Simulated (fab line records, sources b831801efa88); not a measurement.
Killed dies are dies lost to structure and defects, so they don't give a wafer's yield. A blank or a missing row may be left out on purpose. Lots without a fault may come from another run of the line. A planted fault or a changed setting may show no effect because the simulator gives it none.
A struck lot beside a sound one | flow sky130 | 16 steps out of a route of 708
Sound: wafers L357.1, L357.3, L357.6. Struck: wafers L353.1, L353.3, L353.5. The cause comes at the end.
At each step with rows: each side's tool, then ch and its chambers, then its first start. Under that, the readings that differ: sound wafers | struck wafers | difference of the means | sigmas: that difference in standard deviations of wafers without a fault.
alike: readings whose means differ by less than 2 such deviations, and words and numbers that are the same on both sides. not compared: withheld readings, readings that some wafer has no value for, bounds like >300 that may hide the same value, and numbers for which the record gives no deviation and whose values overlap.
The two part at a step that has a row with sigmas, a row that says differs or no value, or rows on one side only. Numbers that don't overlap but have no deviation are shown without sigmas and don't part them. A reading that every wafer of one side lacks parts them only if that side has two wafers or more.

first, 5 steps without rows for these wafers: SKY_SONOS_TUNNEL_COAT_02 (resist thk 1140 nm); SKY_SONOS_TUNNEL_SOFTBAKE_03 (time 60 s); SKY_SONOS_TUNNEL_EXPOSE_04 (exposes mask TUNM, target cd 410 nm); SKY_SONOS_TUNNEL_PEB_05; SKY_SONOS_TUNNEL_DEVELOP_06 (develop time 60 s).
SKY_SONOS_TUNNEL_CD_MEAS_07: target cd 410 nm.
  sound on cd_sem-01, day 15 22:00; struck on cd_sem-02, day 14 20:22
  alike: cd_nm
SKY_SONOS_TUNNEL_OVL_MEAS_08:
  sound on overlay-02, day 15 22:07; struck on overlay-01, day 14 20:29
  alike: SONOS_TUNNEL_OVL
then, 3 steps without rows for these wafers: SKY_SONOS_TUNNEL_IMPLANT_09; SKY_SONOS_TUNNEL_WET_ETCH_10 (etches SiO2 in dHF, target depth 14 nm, time 280 s); SKY_SONOS_TUNNEL_STRIP_11 (strips in SPM, time 600 s).
SKY_SONOS_TUNNEL_TW_MEAS_12:
  sound on film_metro-04, day 15 22:34; struck on film_metro-03, day 14 20:56
  alike: SONOS_TUNNEL_TW
then, 1 step without rows for these wafers: SKY_SONOS_TUNNEL_CLEAN_13 (cleans in dHF, time 20 s).
SKY_SONOS_ONO_OXIDATION_00: stabilise 600 s, purge 300 s, target thk 2.6 nm.
  sound on furnace-02 ch 0, day 15 23:34; struck on furnace-01 ch 0, day 14 22:45
  reading                                          | sound                | struck               | difference | sigmas
  spike_tc_bottom_C (C)                            | 814.9 815.2 815.1    | 823.2 822.9 824.7    | +8.5       | +4
  spike_tc_centre_C (C)                            | 800.2 800.9 798.9    | 805.1 805.1 806.2    | +5.5       | +5
  spike_tc_lower_C (C)                             | 799.8 799.7 801.0    | 805.1 804.9 802.5    | +4.0       | +3
  spike_tc_top_C (C)                               | 810.4 810.8 810.0    | 817.2 819.5 815.8    | +7.1       | +5
  spike_tc_upper_C (C)                             | 800.0 798.8 798.2    | 803.3 804.8 803.6    | +4.9       | +5
  tube_center_temp_C (C)                           | 799.99 800.11 800.06 | 804.11 803.98 804.04 | +3.99      | +60
  tube_center_temp_C_max                           | 802.1 802.3 802.6    | 806.0 806.5 806.3    | +3.9       | +12
  zone_power_upper_pct (%)                         | 12.8 12.9 13.1       | 14.2 14.4 14.3       | +1.4       | +3
  model.SiO2_of_SONOS_ONO_OXIDATION_00.thk_nm (nm) | 2.618 2.622 2.601    | 2.789 2.751 2.72     | +0.140     |
SKY_SONOS_ONO_THK_MEAS_01:
  sound on film_metro-04, day 16 00:55; struck on film_metro-04, day 15 00:06
  reading                      | sound          | struck         | difference | sigmas
  SONOS_ONO_OXIDATION_THK (nm) | 2.57 2.59 2.62 | 2.76 2.72 2.73 | +0.14      | +3
then, 1 step without rows for these wafers: SKY_SONOS_ONO_CVD_02 (deposits Si3N4 from DCS/NH3, target thk 10.5 nm, time 180 s).
-- the record jumps here: 34 days lie between the struck wafers' starts before and after (it left off in module SONOS_ONO and takes up again in module PAD_OPEN, whose first step shown is number 708 of the route) --
SKY_PAD_OPEN_PROBE_99:
  sound on prober-01, day 49 03:50; struck on prober-02, day 48 17:55
  reading                           | sound                | struck               | difference | sigmas
  model.etest.sonos_erased.vt_v (V) | -2.341 -2.252 -2.277 | -2.043 -2.119 -2.204 | +0.168     |
  alike: killed_at_M0_to_M3, killed_at_M4_up, killed_at_contacts, killed_at_front_end, killed_at_other, killed_dies, killed_open, killed_short

WHERE THEY PART
First at SKY_SONOS_ONO_OXIDATION_00; last, within this record, at SKY_SONOS_ONO_THK_MEAS_01. Later steps at which nothing parts them and some readings are alike: SKY_PAD_OPEN_PROBE_99.

WHY: what the simulator had put in
Process parameter drift: furnace-01, from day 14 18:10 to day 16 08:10, at SKY_SONOS_ONO_OXIDATION_00. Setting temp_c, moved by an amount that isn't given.
